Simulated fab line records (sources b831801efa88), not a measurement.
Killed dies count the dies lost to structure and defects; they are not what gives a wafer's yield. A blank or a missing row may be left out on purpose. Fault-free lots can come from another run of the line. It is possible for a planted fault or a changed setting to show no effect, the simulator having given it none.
fab line records :: flow sky130 :: part 2 of 2: steps 27 to 35 of 35
[record]
  lots = 5
  wafers = 15
  last-day = 50
route steps=708 shown LDD_LDN@291 SPACER@304 POLY_CUT@307 SD_P@320
lots that met no fault: taken from a fault-free run of the same line
start-h: the number of hours between the record's first day and the start of the first shown wafer of the lot :: wait-h: how many hours have passed since the lot's step before this one :: " the same as in the row above :: L1.1+2: a row that stands for several wafers :: - either no value or no given start :: * or withheld: withheld :: < > ~ a bound
route shown NAME@n: names a module that has steps shown in the file, with the first one's number in the route :: usual: mean and standard deviation over wafers with no fault :: same: alike in all rows :: chamber/n: place in a boat :: sites: readings site by site :: _std_site: how widely they spread, as a standard deviation :: _edge_site: outer sites' mean less inner sites' :: radius-mm: how far each site lies from the wafer's centre :: mask NAME#n: copy n :: behind: the most recent tool/chamber to have shaped the wafer :: hold: the reason the lot was held/the length of the hold in hours/how it ended :: device: transistor that didn't switch, given as n, p or np :: end of line: the tests these same wafers got at the end of their route :: step lacking rows: just its recipe :: killed: count of dies lost to structure and defects at first sort (not the wafer's yield) :: map: shows each die of a wafer: x if killed, . if not, _ if none is there
set.NAME: the setting the step ran with; set.NAME@STEP: the setting that earlier step ran with :: model.NAME: the simulator's own value behind a step, which no gauge read
a table for each step, a row for each wafer; lots at some steps of the route
services: when a tool's chamber went out of use (start-h, in hours from the record's first day, below 0 if earlier), for how many hours, and the reason
[[steps]]
[step SKY_POLY_CUT_ETCH_10]
[recipe]
  chemistry = N2/H2
  target = BARC
  ion-energy-ev = 200
  source-w = 500
  bias-w = 100
  pressure-mtorr = 30
  n2-flow-sccm = 100
  h2-flow-sccm = 200
  stop-on = SiO2
  time-s = 45.9
  target-depth-a = 600
[usual]
  bias-w = 100.01/0.29
  chamber-pressure-mTorr = 30.000/0.027
  drypump-motor-current-A = 5.7/0.49
  oes-product-au = 0.855/0.0049
  rf-fwd-power-W = 494.7/2
  throttle-valve-pct = 13.226/0.009
lot.wafer: L074.1
tool: rie-diel-01
chamber: 2
start-h: 561.69
wait-h: 0.0
bias-w: 99.88
chamber-pressure-mTorr: 30.011
drypump-motor-current-A: 5.4
oes-product-au: 0.855
rf-fwd-power-W: 492.1
rf-hours-counter-h: 18
throttle-valve-pct: 13.229

lot.wafer: L074.4
tool: rie-diel-01
chamber: 0
start-h: 561.69
wait-h: 0.0
bias-w: 99.83
chamber-pressure-mTorr: 30.019
drypump-motor-current-A: 5.7
oes-product-au: 0.848
rf-fwd-power-W: 494.4
rf-hours-counter-h: 14
throttle-valve-pct: 13.219

lot.wafer: L074.5
tool: rie-diel-01
chamber: 3
start-h: 561.69
wait-h: 0.0
bias-w: 100.10
chamber-pressure-mTorr: 30.020
drypump-motor-current-A: 5.3
oes-product-au: 0.860
rf-fwd-power-W: 492.4
rf-hours-counter-h: -
throttle-valve-pct: 13.213

lot.wafer: L086.1
tool: rie-diel-03
chamber: 3
start-h: 667.72
wait-h: 0.0
bias-w: 100.05
chamber-pressure-mTorr: 30.056
drypump-motor-current-A: 5.7
oes-product-au: 0.859
rf-fwd-power-W: 495.0
rf-hours-counter-h: 27
throttle-valve-pct: 13.241

lot.wafer: L086.2
tool: rie-diel-03
chamber: 0
start-h: 667.72
wait-h: 0.0
bias-w: 100.11
chamber-pressure-mTorr: 30.016
drypump-motor-current-A: 4.9
oes-product-au: 0.856
rf-fwd-power-W: 492.2
rf-hours-counter-h: 6
throttle-valve-pct: 13.231

lot.wafer: L086.4
tool: rie-diel-03
chamber: 1
start-h: 667.72
wait-h: 0.0
bias-w: 100.50
chamber-pressure-mTorr: 30.017
drypump-motor-current-A: 5.9
oes-product-au: 0.857
rf-fwd-power-W: 495.5
rf-hours-counter-h: 3
throttle-valve-pct: 13.228

lot.wafer: L089.2
tool: rie-diel-03
chamber: 3
start-h: 682.44
wait-h: 0.0
bias-w: 99.69
chamber-pressure-mTorr: 30.072
drypump-motor-current-A: 5.6
oes-product-au: 0.850
rf-fwd-power-W: 496.7
rf-hours-counter-h: 28
throttle-valve-pct: 13.210

lot.wafer: L089.3
tool: rie-diel-03
chamber: 1
start-h: 682.44
wait-h: 0.0
bias-w: 99.96
chamber-pressure-mTorr: 29.983
drypump-motor-current-A: 5.9
oes-product-au: 0.863
rf-fwd-power-W: 494.7
rf-hours-counter-h: 4
throttle-valve-pct: 13.221

lot.wafer: L089.4
tool: rie-diel-03
chamber: 0
start-h: 682.44
wait-h: 0.0
bias-w: 100.12
chamber-pressure-mTorr: 29.966
drypump-motor-current-A: 4.9
oes-product-au: 0.852
rf-fwd-power-W: 493.4
rf-hours-counter-h: 6
throttle-valve-pct: 13.228

lot.wafer: L090.2
tool: rie-diel-01
chamber: 2
start-h: 696.17
wait-h: 0.0
bias-w: 99.74
chamber-pressure-mTorr: 29.993
drypump-motor-current-A: 5.4
oes-product-au: 0.859
rf-fwd-power-W: 494.6
rf-hours-counter-h: 20
throttle-valve-pct: 13.234

lot.wafer: L090.3
tool: rie-diel-01
chamber: 1
start-h: 696.17
wait-h: 0.0
bias-w: 100.16
chamber-pressure-mTorr: 29.936
drypump-motor-current-A: 6.3
oes-product-au: 0.852
rf-fwd-power-W: 496.1
rf-hours-counter-h: 12
throttle-valve-pct: 13.213

lot.wafer: L090.4
tool: rie-diel-01
chamber: 0
start-h: 696.17
wait-h: 0.0
bias-w: 99.87
chamber-pressure-mTorr: 30.034
drypump-motor-current-A: 5.7
oes-product-au: 0.853
rf-fwd-power-W: 494.2
rf-hours-counter-h: 17
throttle-valve-pct: 13.210

lot.wafer: L096.1
tool: rie-diel-03
chamber: 3
start-h: 743.14
wait-h: 0.0
bias-w: 99.84
chamber-pressure-mTorr: 29.999
drypump-motor-current-A: 5.6
oes-product-au: 0.852
rf-fwd-power-W: 493.1
rf-hours-counter-h: 29
throttle-valve-pct: 13.242

lot.wafer: L096.5
tool: rie-diel-03
chamber: 3
start-h: 743.14
wait-h: 0.0
bias-w: 99.83
chamber-pressure-mTorr: 29.997
drypump-motor-current-A: 5.6
oes-product-au: 0.861
rf-fwd-power-W: 491.9
rf-hours-counter-h: -
throttle-valve-pct: 13.230

lot.wafer: L096.6
tool: rie-diel-03
chamber: 0
start-h: 743.14
wait-h: 0.0
bias-w: 100.49
chamber-pressure-mTorr: 30.017
drypump-motor-current-A: 4.9
oes-product-au: 0.846
rf-fwd-power-W: 493.7
rf-hours-counter-h: -
throttle-valve-pct: 13.231
[step SKY_POLY_CUT_ETCH_11]
[recipe]
  target = Si3N4
  chemistry = CF4/CH2F2/Ar
  stop-on = poly-Si
  source-w = 600
  bias-w = 150
  pressure-mtorr = 40
  cf4-flow-sccm = 40
  ch2f2-flow-sccm = 20
  Ar_flow_sccm = 150
  time-s = 42.5
  target-depth-a = 600
[usual]
  bias-w = 150.0/0.43
  chamber-pressure-mTorr = 40.00/0.033
  drypump-motor-current-A = 5.7/0.49
  oes-product-au = 0.829/0.0063
  rf-fwd-power-W = 593.3/2.4
  throttle-valve-pct = 14.994/0.0081
lot.wafer: L074.1
tool: rie-diel-01
chamber: 2
start-h: 561.74
wait-h: 0.0
bias-w: 150.6
chamber-pressure-mTorr: 40.01
drypump-motor-current-A: 5.4
oes-product-au: 0.826
rf-fwd-power-W: 592.7
rf-hours-counter-h: 18
throttle-valve-pct: 15.005

lot.wafer: L074.4
tool: rie-diel-01
chamber: 0
start-h: 561.74
wait-h: 0.0
bias-w: 150.0
chamber-pressure-mTorr: 39.99
drypump-motor-current-A: 5.7
oes-product-au: 0.825
rf-fwd-power-W: 593.1
rf-hours-counter-h: 14
throttle-valve-pct: 14.993

lot.wafer: L074.5
tool: rie-diel-01
chamber: 3
start-h: 561.74
wait-h: 0.0
bias-w: 149.8
chamber-pressure-mTorr: 39.96
drypump-motor-current-A: 5.3
oes-product-au: 0.826
rf-fwd-power-W: 587.2
rf-hours-counter-h: -
throttle-valve-pct: 15.001

lot.wafer: L086.1
tool: rie-diel-03
chamber: 3
start-h: 667.76
wait-h: 0.0
bias-w: 150.4
chamber-pressure-mTorr: 40.03
drypump-motor-current-A: 5.6
oes-product-au: 0.824
rf-fwd-power-W: 595.6
rf-hours-counter-h: 27
throttle-valve-pct: 14.997

lot.wafer: L086.2
tool: rie-diel-03
chamber: 0
start-h: 667.76
wait-h: 0.0
bias-w: 151.1
chamber-pressure-mTorr: 40.02
drypump-motor-current-A: 4.9
oes-product-au: 0.828
rf-fwd-power-W: 591.1
rf-hours-counter-h: 6
throttle-valve-pct: 14.999

lot.wafer: L086.4
tool: rie-diel-03
chamber: 1
start-h: 667.76
wait-h: 0.0
bias-w: 149.9
chamber-pressure-mTorr: 39.97
drypump-motor-current-A: 5.9
oes-product-au: 0.830
rf-fwd-power-W: 596.8
rf-hours-counter-h: 3
throttle-valve-pct: 15.007

lot.wafer: L089.2
tool: rie-diel-03
chamber: 3
start-h: 682.49
wait-h: 0.0
bias-w: 149.8
chamber-pressure-mTorr: 40.00
drypump-motor-current-A: 5.6
oes-product-au: 0.826
rf-fwd-power-W: 596.3
rf-hours-counter-h: 28
throttle-valve-pct: 14.992

lot.wafer: L089.3
tool: rie-diel-03
chamber: 1
start-h: 682.49
wait-h: 0.0
bias-w: 150.9
chamber-pressure-mTorr: 40.04
drypump-motor-current-A: 5.8
oes-product-au: 0.825
rf-fwd-power-W: 594.7
rf-hours-counter-h: 4
throttle-valve-pct: 14.987

lot.wafer: L089.4
tool: rie-diel-03
chamber: 0
start-h: 682.49
wait-h: 0.0
bias-w: 150.1
chamber-pressure-mTorr: 40.02
drypump-motor-current-A: 4.9
oes-product-au: 0.835
rf-fwd-power-W: 590.7
rf-hours-counter-h: 6
throttle-valve-pct: 14.993

lot.wafer: L090.2
tool: rie-diel-01
chamber: 2
start-h: 696.21
wait-h: 0.0
bias-w: 150.0
chamber-pressure-mTorr: 40.02
drypump-motor-current-A: 5.4
oes-product-au: 0.827
rf-fwd-power-W: 592.3
rf-hours-counter-h: 20
throttle-valve-pct: 15.004

lot.wafer: L090.3
tool: rie-diel-01
chamber: 1
start-h: 696.21
wait-h: 0.0
bias-w: 150.2
chamber-pressure-mTorr: 40.06
drypump-motor-current-A: 6.3
oes-product-au: 0.832
rf-fwd-power-W: 594.7
rf-hours-counter-h: 12
throttle-valve-pct: 14.992

lot.wafer: L090.4
tool: rie-diel-01
chamber: 0
start-h: 696.21
wait-h: 0.0
bias-w: 149.8
chamber-pressure-mTorr: 40.03
drypump-motor-current-A: 5.6
oes-product-au: 0.829
rf-fwd-power-W: 594.0
rf-hours-counter-h: 17
throttle-valve-pct: 15.001

lot.wafer: L096.1
tool: rie-diel-03
chamber: 3
start-h: 743.19
wait-h: 0.0
bias-w: 149.9
chamber-pressure-mTorr: 39.98
drypump-motor-current-A: 5.6
oes-product-au: 0.829
rf-fwd-power-W: 595.1
rf-hours-counter-h: 29
throttle-valve-pct: 14.999

lot.wafer: L096.5
tool: rie-diel-03
chamber: 3
start-h: 743.19
wait-h: 0.0
bias-w: 149.5
chamber-pressure-mTorr: 39.94
drypump-motor-current-A: 5.6
oes-product-au: 0.824
rf-fwd-power-W: 594.1
rf-hours-counter-h: -
throttle-valve-pct: 14.990

lot.wafer: L096.6
tool: rie-diel-03
chamber: 0
start-h: 743.19
wait-h: 0.0
bias-w: 149.5
chamber-pressure-mTorr: 40.01
drypump-motor-current-A: 4.9
oes-product-au: 0.817
rf-fwd-power-W: 592.4
rf-hours-counter-h: -
throttle-valve-pct: 14.990
[step SKY_POLY_CUT_STRIP_12]
[recipe]
  chemistry = O2/N2
  power-w = 1400
  pressure-mtorr = 1500
  platen-temp-c = withheld
  o2-flow-sccm = 3000
  n2-flow-sccm = 300
  overash-fraction = 0.5
[usual]
  chamber-pressure-mTorr = 1500.1/1.3
  drypump-motor-current-A = 6.0/0.47
  oes-product-au = 0.452/0.0044
  strip-time-to-endpoint-s = 5.359/0.017
lot.wafer: L074.1
tool: plasma-asher-03
chamber: 0
start-h: 561.78
wait-h: 0.0
chamber-pressure-mTorr: 1500.6
drypump-motor-current-A: 6.6
oes-product-au: 0.452
rf-hours-counter-h: 13
strip-time-to-endpoint-s: 5.345

lot.wafer: L074.4
tool: plasma-asher-03
chamber: 1
start-h: 561.78
wait-h: 0.0
chamber-pressure-mTorr: 1503.5
drypump-motor-current-A: 6.1
oes-product-au: 0.454
rf-hours-counter-h: -
strip-time-to-endpoint-s: 5.351

lot.wafer: L074.5
tool: plasma-asher-03
chamber: 1
start-h: 561.78
wait-h: 0.0
chamber-pressure-mTorr: 1499.2
drypump-motor-current-A: 6.0
oes-product-au: 0.461
rf-hours-counter-h: -
strip-time-to-endpoint-s: 5.347

lot.wafer: L086.1
tool: plasma-asher-02
chamber: 0
start-h: 667.80
wait-h: 0.0
chamber-pressure-mTorr: 1499.3
drypump-motor-current-A: 5.9
oes-product-au: 0.449
rf-hours-counter-h: 55
strip-time-to-endpoint-s: 5.380

lot.wafer: L086.2
tool: plasma-asher-02
chamber: 1
start-h: 667.80
wait-h: 0.0
chamber-pressure-mTorr: 1498.7
drypump-motor-current-A: 5.9
oes-product-au: 0.460
rf-hours-counter-h: 55
strip-time-to-endpoint-s: 5.352

lot.wafer: L086.4
tool: plasma-asher-02
chamber: 1
start-h: 667.80
wait-h: 0.0
chamber-pressure-mTorr: 1501.1
drypump-motor-current-A: 5.9
oes-product-au: 0.454
rf-hours-counter-h: -
strip-time-to-endpoint-s: 5.376

lot.wafer: L089.2
tool: plasma-asher-04
chamber: 1
start-h: 682.53
wait-h: 0.0
chamber-pressure-mTorr: 1501.3
drypump-motor-current-A: 6.5
oes-product-au: 0.454
rf-hours-counter-h: 99
strip-time-to-endpoint-s: 5.366

lot.wafer: L089.3
tool: plasma-asher-04
chamber: 0
start-h: 682.53
wait-h: 0.0
chamber-pressure-mTorr: 1499.8
drypump-motor-current-A: 5.2
oes-product-au: 0.447
rf-hours-counter-h: -
strip-time-to-endpoint-s: 5.353

lot.wafer: L089.4
tool: plasma-asher-04
chamber: 1
start-h: 682.53
wait-h: 0.0
chamber-pressure-mTorr: 1499.0
drypump-motor-current-A: 6.4
oes-product-au: 0.452
rf-hours-counter-h: -
strip-time-to-endpoint-s: 5.345

lot.wafer: L090.2
tool: plasma-asher-02
chamber: 1
start-h: 696.25
wait-h: 0.0
chamber-pressure-mTorr: 1500.9
drypump-motor-current-A: 5.9
oes-product-au: 0.450
rf-hours-counter-h: 59
strip-time-to-endpoint-s: 5.352

lot.wafer: L090.3
tool: plasma-asher-02
chamber: 0
start-h: 696.25
wait-h: 0.0
chamber-pressure-mTorr: 1501.7
drypump-motor-current-A: 5.9
oes-product-au: 0.450
rf-hours-counter-h: -
strip-time-to-endpoint-s: 5.345

lot.wafer: L090.4
tool: plasma-asher-02
chamber: 1
start-h: 696.25
wait-h: 0.0
chamber-pressure-mTorr: 1499.0
drypump-motor-current-A: 5.9
oes-product-au: 0.452
rf-hours-counter-h: -
strip-time-to-endpoint-s: 5.342

lot.wafer: L096.1
tool: plasma-asher-04
chamber: 0
start-h: 743.23
wait-h: 0.0
chamber-pressure-mTorr: 1499.4
drypump-motor-current-A: 5.1
oes-product-au: 0.457
rf-hours-counter-h: 0
strip-time-to-endpoint-s: 5.360

lot.wafer: L096.5
tool: plasma-asher-04
chamber: 0
start-h: 743.23
wait-h: 0.0
chamber-pressure-mTorr: 1502.1
drypump-motor-current-A: 5.2
oes-product-au: 0.449
rf-hours-counter-h: -
strip-time-to-endpoint-s: 5.355

lot.wafer: L096.6
tool: plasma-asher-04
chamber: 1
start-h: 743.23
wait-h: 0.0
chamber-pressure-mTorr: 1500.7
drypump-motor-current-A: 6.4
oes-product-au: 0.449
rf-hours-counter-h: -
strip-time-to-endpoint-s: 5.369
[step SKY_SD_P_DEHYDRATE_00]
[recipe]
  temp-c = 200
  time-s = 60
lot.wafer: L074.1+4+5
tool: litho-track-02
chamber: 0
start-h: 576.10
wait-h: 14.3

lot.wafer: L086.1+2+4
tool: litho-track-04
chamber: 0
start-h: 680.99
wait-h: 13.2

lot.wafer: L089.2+3+4
tool: litho-track-02
chamber: 0
start-h: 696.12
wait-h: 13.6

lot.wafer: L090.2+3+4
tool: litho-track-03
chamber: 0
start-h: 709.21
wait-h: 12.9

lot.wafer: L096.1+5+6
tool: litho-track-02
chamber: 0
start-h: 756.35
wait-h: 13.1
[step SKY_SD_P_HMDS_01]
[recipe]
  prime-time-s = 60
  prime-temp-c = 120
[usual]
  prime-temp-c = 120.03/0.13
[same]
  prime-time-s = 60
lot.wafer: L074.1
tool: litho-track-02
chamber: 0
start-h: 576.25
wait-h: 0.1
prime-temp-c: 120.09

lot.wafer: L074.4
tool: litho-track-02
chamber: 0
start-h: 576.25
wait-h: 0.1
prime-temp-c: 120.19

lot.wafer: L074.5
tool: litho-track-02
chamber: 0
start-h: 576.25
wait-h: 0.1
prime-temp-c: 120.34

lot.wafer: L086.1
tool: litho-track-04
chamber: 0
start-h: 681.14
wait-h: 0.1
prime-temp-c: 120.06

lot.wafer: L086.2
tool: litho-track-04
chamber: 0
start-h: 681.14
wait-h: 0.1
prime-temp-c: 119.91

lot.wafer: L086.4
tool: litho-track-04
chamber: 0
start-h: 681.14
wait-h: 0.1
prime-temp-c: 119.95

lot.wafer: L089.2
tool: litho-track-02
chamber: 0
start-h: 696.27
wait-h: 0.1
prime-temp-c: 120.30

lot.wafer: L089.3
tool: litho-track-02
chamber: 0
start-h: 696.27
wait-h: 0.1
prime-temp-c: 120.09

lot.wafer: L089.4
tool: litho-track-02
chamber: 0
start-h: 696.27
wait-h: 0.1
prime-temp-c: 119.98

lot.wafer: L090.2
tool: litho-track-03
chamber: 0
start-h: 709.36
wait-h: 0.1
prime-temp-c: 120.21

lot.wafer: L090.3
tool: litho-track-03
chamber: 0
start-h: 709.36
wait-h: 0.1
prime-temp-c: 120.23

lot.wafer: L090.4
tool: litho-track-03
chamber: 0
start-h: 709.36
wait-h: 0.1
prime-temp-c: 120.14

lot.wafer: L096.1
tool: litho-track-02
chamber: 0
start-h: 756.50
wait-h: 0.1
prime-temp-c: 120.37

lot.wafer: L096.5
tool: litho-track-02
chamber: 0
start-h: 756.50
wait-h: 0.1
prime-temp-c: 119.90

lot.wafer: L096.6
tool: litho-track-02
chamber: 0
start-h: 756.50
wait-h: 0.1
prime-temp-c: 120.20
[step SKY_SD_P_COAT_02]
[recipe]
  resist = NOVOLAK
  spin-rpm = 3000
  resist-thk-nm = 1140
lot.wafer: L074.1+4+5
tool: litho-track-02
chamber: 0
start-h: 576.40
wait-h: 0.1

lot.wafer: L086.1+2+4
tool: litho-track-04
chamber: 0
start-h: 681.29
wait-h: 0.1

lot.wafer: L089.2+3+4
tool: litho-track-02
chamber: 0
start-h: 696.42
wait-h: 0.1

lot.wafer: L090.2+3+4
tool: litho-track-03
chamber: 0
start-h: 709.51
wait-h: 0.1

lot.wafer: L096.1+5+6
tool: litho-track-02
chamber: 0
start-h: 756.65
wait-h: 0.1
[step SKY_SD_P_SOFTBAKE_03]
[recipe]
  temp-c = 90
  time-s = 60
  resist = NOVOLAK
lot.wafer: L074.1+4+5
tool: litho-track-02
chamber: 0
start-h: 576.55
wait-h: 0.1

lot.wafer: L086.1+2+4
tool: litho-track-04
chamber: 0
start-h: 681.44
wait-h: 0.1

lot.wafer: L089.2+3+4
tool: litho-track-02
chamber: 0
start-h: 696.57
wait-h: 0.1

lot.wafer: L090.2+3+4
tool: litho-track-03
chamber: 0
start-h: 709.66
wait-h: 0.1

lot.wafer: L096.1+5+6
tool: litho-track-02
chamber: 0
start-h: 756.80
wait-h: 0.1
[step SKY_SD_P_EXPOSE_04]
[recipe]
  mask-id = PSDM
  na = 0.6
  source-shape = conventional
  sigma-outer = 0.6
  polarization = unpolarized
  target-cd-nm = 380
  dose-mj = 138
[usual]
  reticle-temp-C = 23.00/0.1
lot.wafer: L074.1
tool: iline-stepper-01
chamber: 0
start-h: -
wait-h: -
mask: PSDM#0
reticle-temp-C: 22.99

lot.wafer: L074.4
tool: iline-stepper-01
chamber: 0
start-h: -
wait-h: -
mask: PSDM#0
reticle-temp-C: 22.91

lot.wafer: L074.5
tool: iline-stepper-01
chamber: 0
start-h: -
wait-h: -
mask: PSDM#0
reticle-temp-C: 22.85

lot.wafer: L086.1
tool: iline-stepper-01
chamber: 0
start-h: -
wait-h: -
mask: PSDM#0
reticle-temp-C: 22.91

lot.wafer: L086.2
tool: iline-stepper-01
chamber: 0
start-h: -
wait-h: -
mask: PSDM#0
reticle-temp-C: 23.13

lot.wafer: L086.4
tool: iline-stepper-01
chamber: 0
start-h: -
wait-h: -
mask: PSDM#0
reticle-temp-C: 22.90

lot.wafer: L089.2
tool: iline-stepper-01
chamber: 0
start-h: -
wait-h: -
mask: PSDM#0
reticle-temp-C: 22.88

lot.wafer: L089.3
tool: iline-stepper-01
chamber: 0
start-h: -
wait-h: -
mask: PSDM#0
reticle-temp-C: 22.89

lot.wafer: L089.4
tool: iline-stepper-01
chamber: 0
start-h: -
wait-h: -
mask: PSDM#0
reticle-temp-C: 23.10

lot.wafer: L090.2
tool: iline-stepper-02
chamber: 0
start-h: -
wait-h: -
mask: PSDM#0
reticle-temp-C: 22.99

lot.wafer: L090.3
tool: iline-stepper-02
chamber: 0
start-h: -
wait-h: -
mask: PSDM#0
reticle-temp-C: 22.94

lot.wafer: L090.4
tool: iline-stepper-02
chamber: 0
start-h: -
wait-h: -
mask: PSDM#0
reticle-temp-C: 23.22

lot.wafer: L096.1
tool: iline-stepper-01
chamber: 0
start-h: -
wait-h: -
mask: PSDM#0
reticle-temp-C: 22.75

lot.wafer: L096.5
tool: iline-stepper-01
chamber: 0
start-h: -
wait-h: -
mask: PSDM#0
reticle-temp-C: 22.77

lot.wafer: L096.6
tool: iline-stepper-01
chamber: 0
start-h: -
wait-h: -
mask: PSDM#0
reticle-temp-C: 22.80
[step SKY_SD_P_PEB_05]
[recipe]
  temp-c = withheld
  time-s = *
  resist = NOVOLAK
lot.wafer: L074.1+4+5
tool: litho-track-04
chamber: 0
start-h: -
wait-h: -

lot.wafer: L086.1+2+4
tool: litho-track-04
chamber: 0
start-h: -
wait-h: -

lot.wafer: L089.2+3+4
tool: litho-track-03
chamber: 0
start-h: -
wait-h: -

lot.wafer: L090.2+3+4
tool: litho-track-04
chamber: 0
start-h: -
wait-h: -

lot.wafer: L096.1+5+6
tool: litho-track-02
chamber: 0
start-h: -
wait-h: -
[[services]]
tool: rie-diel-01
chamber: -
start-h: 490.77
hours: 10.3
kind: repair

tool: rie-diel-03
chamber: 3
start-h: 490.88
hours: 18.2
kind: repair

tool: implanter-03
chamber: -
start-h: 506.50
hours: 3.4
kind: pm

tool: iline-stepper-01
chamber: -
start-h: 506.72
hours: 1.7
kind: pm

tool: rie-diel-03
chamber: -
start-h: 520.82
hours: 14.6
kind: pm

tool: krf-scanner-01
chamber: -
start-h: 522.31
hours: 0.8
kind: pm

tool: krf-scanner-01
chamber: -
start-h: 534.97
hours: 1.0
kind: pm

tool: rie-diel-03
chamber: 2
start-h: 544.73
hours: 2.4
kind: repair

tool: rie-diel-03
chamber: 0
start-h: 547.89
hours: 11.1
kind: repair

tool: rie-diel-03
chamber: 3
start-h: 549.01
hours: 4.9
kind: repair

tool: iline-stepper-01
chamber: -
start-h: 552.81
hours: 2.4
kind: repair

tool: lpcvd-02
chamber: -
start-h: 566.87
hours: 14.6
kind: pm

tool: rie-diel-03
chamber: -
start-h: 580.95
hours: 2.8
kind: pm

tool: krf-scanner-01
chamber: -
start-h: 581.56
hours: 1.3
kind: pm

tool: rie-diel-01
chamber: 3
start-h: 598.76
hours: 4.3
kind: repair

tool: rie-diel-03
chamber: 3
start-h: 642.89
hours: 1.5
kind: repair

tool: implanter-04
chamber: -
start-h: 647.89
hours: 4.5
kind: pm

tool: implanter-04
chamber: -
start-h: 679.89
hours: 4.9
kind: pm

tool: rie-diel-03
chamber: 1
start-h: 685.82
hours: 5.5
kind: repair

tool: iline-stepper-01
chamber: -
start-h: 724.90
hours: 1.7
kind: pm

tool: iline-stepper-01
chamber: -
start-h: 726.57
hours: 4.4
kind: pm

tool: implanter-03
chamber: -
start-h: 731.45
hours: 2.5
kind: repair

tool: implanter-03
chamber: -
start-h: 744.55
hours: 4.9
kind: repair

tool: implanter-03
chamber: -
start-h: 749.49
hours: 3.1
kind: pm
